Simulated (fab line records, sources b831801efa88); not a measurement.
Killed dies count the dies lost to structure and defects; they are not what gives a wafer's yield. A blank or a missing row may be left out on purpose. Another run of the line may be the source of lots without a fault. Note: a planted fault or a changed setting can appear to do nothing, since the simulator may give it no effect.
What tool caused it? :: flow sky130 :: 45 wafers from 15 lots sampled at 4 of the route's 708 steps

## WHAT THE GAUGES SHOWED, per wafer
SKY_RES_PROTECT_TW_MEAS_08.
lot: L649
measured: day 15 13:56
on: film-metro-01
POLY_GATE_TW: 4090 4063 4077

lot: L651
measured: day 16 03:52
on: film-metro-04
POLY_GATE_TW: 4011 4026 4029

lot: L653
measured: day 16 23:53
on: film-metro-04
POLY_GATE_TW: 4029 4023 4036

lot: L654
measured: day 17 13:44
on: film-metro-02
POLY_GATE_TW: 4024 4031 4039

lot: L655
measured: day 17 20:44
on: film-metro-01
POLY_GATE_TW: 4093 4078 4110

lot: L658
measured: day 18 20:35
on: film-metro-04
POLY_GATE_TW: 4037 4055 4058

lot: L660
measured: day 19 09:35
on: film-metro-01
POLY_GATE_TW: 4063 4082 4051

lot: L662
measured: day 20 02:12
on: film-metro-04
POLY_GATE_TW: 4031 4023 4052

lot: L664
measured: day 21 03:27
on: film-metro-04
POLY_GATE_TW: 4040 4052 4020

lot: L665
measured: day 21 04:41
on: film-metro-01
POLY_GATE_TW: 4080 4069 4072

lot: L666
measured: day 21 16:29
on: film-metro-04
POLY_GATE_TW: 4025 4033 4053

lot: L667
measured: day 21 21:18
on: film-metro-02
POLY_GATE_TW: 4020 4039 4028

lot: L668
measured: day 22 05:29
on: film-metro-02
POLY_GATE_TW: 4005 4045 4044

lot: L669
measured: day 22 17:32
on: film-metro-04
POLY_GATE_TW: 4038 4036 4026

lot: L671
measured: day 23 15:59
on: film-metro-01
POLY_GATE_TW: 4089 4086 4105

SKY_LDD_LDN_OVL_MEAS_07.
lot: L649
measured: day 23 05:39
on: overlay-01
LDD_LDN_OVL (nm): 0.2 -0.1 0.6

lot: L651
measured: day 24 01:53
on: overlay-01
LDD_LDN_OVL (nm): 2.4 3.2 3.5

lot: L653
measured: day 24 20:02
on: overlay-02
LDD_LDN_OVL (nm): -0.1 0.4 -1.5

lot: L654
measured: day 25 09:05
on: overlay-01
LDD_LDN_OVL (nm): 3.2 2.2 1.8

lot: L655
measured: day 25 15:50
on: overlay-01
LDD_LDN_OVL (nm): 2.3 1.2 1.4

lot: L658
measured: day 26 18:10
on: overlay-02
LDD_LDN_OVL (nm): -1.1 0.3 -1.0

lot: L660
measured: day 27 04:33
on: overlay-02
LDD_LDN_OVL (nm): 0.5 2.4 -1.2

lot: L662
measured: day 27 20:20
on: overlay-01
LDD_LDN_OVL (nm): 0.7 -1.0 -0.5

lot: L664
measured: day 28 19:00
on: overlay-01
LDD_LDN_OVL (nm): 4.9 2.7 2.5

lot: L665
measured: day 28 20:53
on: overlay-01
LDD_LDN_OVL (nm): 1.9 2.0 0.2

lot: L666
measured: day 29 09:26
on: overlay-02
LDD_LDN_OVL (nm): 2.4 0.7 -0.6

lot: L667
measured: day 29 13:00
on: overlay-01
LDD_LDN_OVL (nm): -1.9 -1.0 -0.9

lot: L668
measured: day 29 23:21
on: overlay-01
LDD_LDN_OVL (nm): -0.5 0.2 -1.0

lot: L669
measured: day 30 09:46
on: overlay-02
LDD_LDN_OVL (nm): -0.2 -0.7 1.0

lot: L671
measured: day 31 05:35
on: overlay-02
LDD_LDN_OVL (nm): -0.2 3.0 2.7

## TOOL THAT RAN EACH LOT (tool first, then ch and the chambers of the sampled wafers, then the start)
lot: L649
SKY_LDD_HVP_DEVELOP_06: litho-track-03 ch 0, day 21 23:00
SKY_LDD_HVP_STRIP_09: plasma-asher-01 ch 0,1, day 21 23:19

lot: L651
SKY_LDD_HVP_DEVELOP_06: litho-track-03 ch 0, day 22 19:46
SKY_LDD_HVP_STRIP_09: plasma-asher-02 ch 0,1, day 22 20:05

lot: L653
SKY_LDD_HVP_DEVELOP_06: litho-track-04, day 23 13:34
SKY_LDD_HVP_STRIP_09: plasma-asher-01 ch 0,1, day 23 13:54

lot: L654
SKY_LDD_HVP_DEVELOP_06: litho-track-01, day 24 02:47
SKY_LDD_HVP_STRIP_09: plasma-asher-02 ch 0,1, day 24 03:08

lot: L655
SKY_LDD_HVP_DEVELOP_06: litho-track-03, day 24 09:01
SKY_LDD_HVP_STRIP_09: plasma-asher-04 ch 0,1, day 24 09:22

lot: L658
SKY_LDD_HVP_DEVELOP_06: litho-track-01 ch 0, day 25 11:44
SKY_LDD_HVP_STRIP_09: plasma-asher-01 ch 0,1, day 25 12:05

lot: L660
SKY_LDD_HVP_DEVELOP_06: litho-track-01 ch 0, day 25 22:20
SKY_LDD_HVP_STRIP_09: plasma-asher-01 ch 0,1, day 25 22:40

lot: L662
SKY_LDD_HVP_DEVELOP_06: litho-track-04 ch 0, day 26 14:52
SKY_LDD_HVP_STRIP_09: plasma-asher-02 ch 0,1, day 26 15:11

lot: L664
SKY_LDD_HVP_DEVELOP_06: litho-track-04 ch 0, day 27 13:38
SKY_LDD_HVP_STRIP_09: plasma-asher-02 ch 0,1, day 27 13:57

lot: L665
SKY_LDD_HVP_DEVELOP_06: litho-track-03 ch 0, day 27 15:40
SKY_LDD_HVP_STRIP_09: plasma-asher-01 ch 0,1, day 27 16:01

lot: L666
SKY_LDD_HVP_DEVELOP_06: litho-track-01 ch 0, day 28 03:32
SKY_LDD_HVP_STRIP_09: plasma-asher-01 ch 0,1, day 28 03:53

lot: L667
SKY_LDD_HVP_DEVELOP_06: litho-track-03 ch 0, day 28 07:57
SKY_LDD_HVP_STRIP_09: plasma-asher-04 ch 0,1, day 28 08:16

lot: L668
SKY_LDD_HVP_DEVELOP_06: litho-track-04 ch 0, day 28 17:25
SKY_LDD_HVP_STRIP_09: plasma-asher-01 ch 0,1, day 28 17:44

lot: L669
SKY_LDD_HVP_DEVELOP_06: litho-track-04 ch 0, day 29 04:22
SKY_LDD_HVP_STRIP_09: plasma-asher-01 ch 0,1, day 29 04:42

lot: L671
SKY_LDD_HVP_DEVELOP_06: litho-track-01 ch 0, day 30 01:16
SKY_LDD_HVP_STRIP_09: plasma-asher-01 ch 1, day 30 01:35
- SKY_LDD_HVP_DEVELOP_06: develop time 60 s.
- SKY_LDD_HVP_STRIP_09: strips in O2/N2.

## AS READ BY THE TOOLS THEMSELVES (means over the sampled wafers that have a number; for cases with no such wafer, the mark the record gives instead)
SKY_LDD_HVP_DEVELOP_06.
lot: L649
tool: litho-track-03
chill-plate-temp-C (C): 23.05

lot: L651
tool: litho-track-03
chill-plate-temp-C (C): 23.02

lot: L653
tool: litho-track-04
chill-plate-temp-C (C): -

lot: L654
tool: litho-track-01
chill-plate-temp-C (C): -

lot: L655
tool: litho-track-03
chill-plate-temp-C (C): -

lot: L658
tool: litho-track-01
chill-plate-temp-C (C): 23.19

lot: L660
tool: litho-track-01
chill-plate-temp-C (C): 23.09

lot: L662
tool: litho-track-04
chill-plate-temp-C (C): 22.89

lot: L664
tool: litho-track-04
chill-plate-temp-C (C): 23.13

lot: L665
tool: litho-track-03
chill-plate-temp-C (C): 23.00

lot: L666
tool: litho-track-01
chill-plate-temp-C (C): 22.94

lot: L667
tool: litho-track-03
chill-plate-temp-C (C): 23.04

lot: L668
tool: litho-track-04
chill-plate-temp-C (C): 23.05

lot: L669
tool: litho-track-04
chill-plate-temp-C (C): 23.08

lot: L671
tool: litho-track-01
chill-plate-temp-C (C): 22.95

SKY_LDD_HVP_STRIP_09.
lot: L649
tool: plasma-asher-01
drypump-motor-current-A (A): 6.4
o2-flow-sccm (sccm): 2989
oes-product-au (a.u.): 0.409
strip-time-to-endpoint-s (s): 4.131

lot: L651
tool: plasma-asher-02
drypump-motor-current-A (A): 4.9
o2-flow-sccm (sccm): 3001
oes-product-au (a.u.): 0.405
strip-time-to-endpoint-s (s): 4.137

lot: L653
tool: plasma-asher-01
drypump-motor-current-A (A): 6.4
o2-flow-sccm (sccm): 2990
oes-product-au (a.u.): 0.404
strip-time-to-endpoint-s (s): 4.156

lot: L654
tool: plasma-asher-02
drypump-motor-current-A (A): 4.9
o2-flow-sccm (sccm): 3004
oes-product-au (a.u.): 0.406
strip-time-to-endpoint-s (s): 4.157

lot: L655
tool: plasma-asher-04
drypump-motor-current-A (A): 5.8
o2-flow-sccm (sccm): 3000
oes-product-au (a.u.): 0.406
strip-time-to-endpoint-s (s): 4.146

lot: L658
tool: plasma-asher-01
drypump-motor-current-A (A): 6.2
o2-flow-sccm (sccm): 2999
oes-product-au (a.u.): 0.407
strip-time-to-endpoint-s (s): 4.140

lot: L660
tool: plasma-asher-01
drypump-motor-current-A (A): 6.1
o2-flow-sccm (sccm): 3001
oes-product-au (a.u.): 0.405
strip-time-to-endpoint-s (s): 4.108

lot: L662
tool: plasma-asher-02
drypump-motor-current-A (A): 4.9
o2-flow-sccm (sccm): 2997
oes-product-au (a.u.): 0.409
strip-time-to-endpoint-s (s): 4.135

lot: L664
tool: plasma-asher-02
drypump-motor-current-A (A): 5.0
o2-flow-sccm (sccm): 3008
oes-product-au (a.u.): 0.404
strip-time-to-endpoint-s (s): 4.136

lot: L665
tool: plasma-asher-01
drypump-motor-current-A (A): 6.1
o2-flow-sccm (sccm): 3008
oes-product-au (a.u.): 0.410
strip-time-to-endpoint-s (s): 4.135

lot: L666
tool: plasma-asher-01
drypump-motor-current-A (A): 6.4
o2-flow-sccm (sccm): 3000
oes-product-au (a.u.): 0.408
strip-time-to-endpoint-s (s): 4.127

lot: L667
tool: plasma-asher-04
drypump-motor-current-A (A): 5.8
o2-flow-sccm (sccm): 3001
oes-product-au (a.u.): 0.408
strip-time-to-endpoint-s (s): 4.140

lot: L668
tool: plasma-asher-01
drypump-motor-current-A (A): 6.2
o2-flow-sccm (sccm): 3000
oes-product-au (a.u.): 0.411
strip-time-to-endpoint-s (s): 4.158

lot: L669
tool: plasma-asher-01
drypump-motor-current-A (A): 6.4
o2-flow-sccm (sccm): 2998
oes-product-au (a.u.): 0.411
strip-time-to-endpoint-s (s): 4.113

lot: L671
tool: plasma-asher-01
drypump-motor-current-A (A): 6.7
o2-flow-sccm (sccm): 2999
oes-product-au (a.u.): 0.408
strip-time-to-endpoint-s (s): 4.126

## THE ANSWER, worked out from the rows above alone
Rule: the lots themselves supply what counts as usual. The widest of any qualifying gaps counts: lots, ordered by their means at a reading, are off when they make up no more than a third of the lots, leave a main group of 4 or more, and stand apart from it by 3 or more times the standard deviation of that group's means. The tables above print the reading to a certain number of digits; a main group whose means all agree to those digits is not used. A lot without any number at a reading at which 4 lots or more have one is off too. Where the step has rows for the other lots, those lots are counted as sound. The gauges are gone through in route order, then the tools' own readings, and for those a lot's mean is taken as printed above. The first step at which some lot is off is used, and at that step the reading that is off furthest; a lot without a number counts as furthest.
Off: L653, L654, L655, at SKY_LDD_HVP_DEVELOP_06 (chill-plate-temp-C). Without a number there: L653, L654, L655. The main group: mean 23.04 C, standard deviation 0.08.
A tool fits if, at that step or a process step before it, it ran every lot that is off, and no sound lot after the first of them. No candidate that was tried fits.

## WHAT THE SIMULATOR HAD PUT IN
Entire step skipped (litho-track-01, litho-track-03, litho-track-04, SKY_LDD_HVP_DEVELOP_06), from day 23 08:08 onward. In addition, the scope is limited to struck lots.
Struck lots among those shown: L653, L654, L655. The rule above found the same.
